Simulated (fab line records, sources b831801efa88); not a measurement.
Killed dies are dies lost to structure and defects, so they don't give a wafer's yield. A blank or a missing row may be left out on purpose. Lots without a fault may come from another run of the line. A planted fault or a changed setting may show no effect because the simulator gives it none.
Problem report in the 8D (eight disciplines) form, filled by code | flow gf180mcu | the parts of the form that need people (team, actions taken, sign-off) are left out

1. THE PROBLEM
chamber_pressure_pa at GF_V4_SPUTTER_22 reads a mean of 4.393 Pa on 1 wafer of 1 lot; wafers without a fault read 4.999 Pa with a standard deviation of 0.012. That is -50 standard deviations from the usual mean.
The step: material TiN, target thk 10 nm, time 40 s.
First seen on wafer L505.4, day 27 13:09, on pvd_sputter-01. The record holds 36 wafers of 12 lots with a number at this step. Rule for "out", or "out of limits": more than 4 standard deviations from the usual mean. The other wafers with a number count as sound.

2. WHAT IT IS AND WHAT IT IS NOT
question                    | is                  | is not
which readings at this step | chamber_pressure_pa | throttle_valve_pct
which lots                  | L505                | L497, L499, L500, L501, L502, L504, L514, L515, L517, L519, L520
which wafers of those lots  | L505.4              | L505.1, L505.3
read on which tools         | pvd_sputter-01      | pvd_sputter-03, pvd_sputter-04
when                        | from day 27 13:09   | up to then (20 sound wafers); but 15 sound wafers of L514, L515, L517, L519, L520 came after

3. SUSPECTS, AND WHAT RULES EACH OUT
Counting: a tool at a process step up to the reading stays a suspect if it ran every lot that is out. Sound lots after the first of them don't rule it out here, since some wafers of a struck lot are sound.
- rie_diel-03 at GF_V4_ETCH_16 (etches BARC in N2/H2): kept. It ran the lot that is out, L505 (day 27 12:26); its last sound lot up to then is L504 (day 26 23:41).
- plasma_asher-04 at GF_V4_STRIP_18 (strips in O2/N2): kept. It ran the lot that is out, L505 (day 27 12:33); its last sound lot up to then is L501 (day 26 01:18).
- pvd_sputter-01 at GF_V4_SPUTTER_22 (material TiN, target thk 10 nm, time 40 s): kept. It ran the lot that is out, L505 (day 27 13:09); its last sound lot up to then is L502 (day 26 16:06). Its own readings are out on those wafers: chamber_pressure_pa.
- Within rie_diel-03 at GF_V4_ETCH_16: the wafers that are out ran in chamber 2; their sound lot-mates ran in chambers 0, 1.
- Within plasma_asher-04 at GF_V4_STRIP_18: the wafers that are out ran in chamber 0; their sound lot-mates ran in chamber 1.
Left after counting: rie_diel-03 at GF_V4_ETCH_16, plasma_asher-04 at GF_V4_STRIP_18, pvd_sputter-01 at GF_V4_SPUTTER_22.

4. THE CAUSE (what the simulator had put in)
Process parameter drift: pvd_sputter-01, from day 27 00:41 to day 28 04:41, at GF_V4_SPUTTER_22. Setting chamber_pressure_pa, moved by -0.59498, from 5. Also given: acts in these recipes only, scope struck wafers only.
Counting left 3 suspects, and this tool is among them.

5. THE CHAIN OF EFFECTS, in route order
Each row: a reading whose mean over the struck wafers that have a number lies more than 3 standard deviations from the usual. Only readings for which the record gives a usual standard deviation are gone through. hours: the time from each lot's start at the first step in this table that gives one to its start at this step, as a median over the lots. sigmas: the change in usual standard deviations.
hours | step             | reading             | usual    | on struck wafers | change | sigmas
0     | GF_V4_SPUTTER_22 | chamber_pressure_pa | 4.999 Pa | 4.393            | -0.606 | -50
The process steps in it:
- GF_V4_SPUTTER_22: material TiN, target thk 10 nm, time 40 s.

6. WHAT WOULD HAVE CAUGHT IT SOONER
In this record the first reading out of limits was taken at day 27 13:09, 12 hours after the fault began at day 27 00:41.
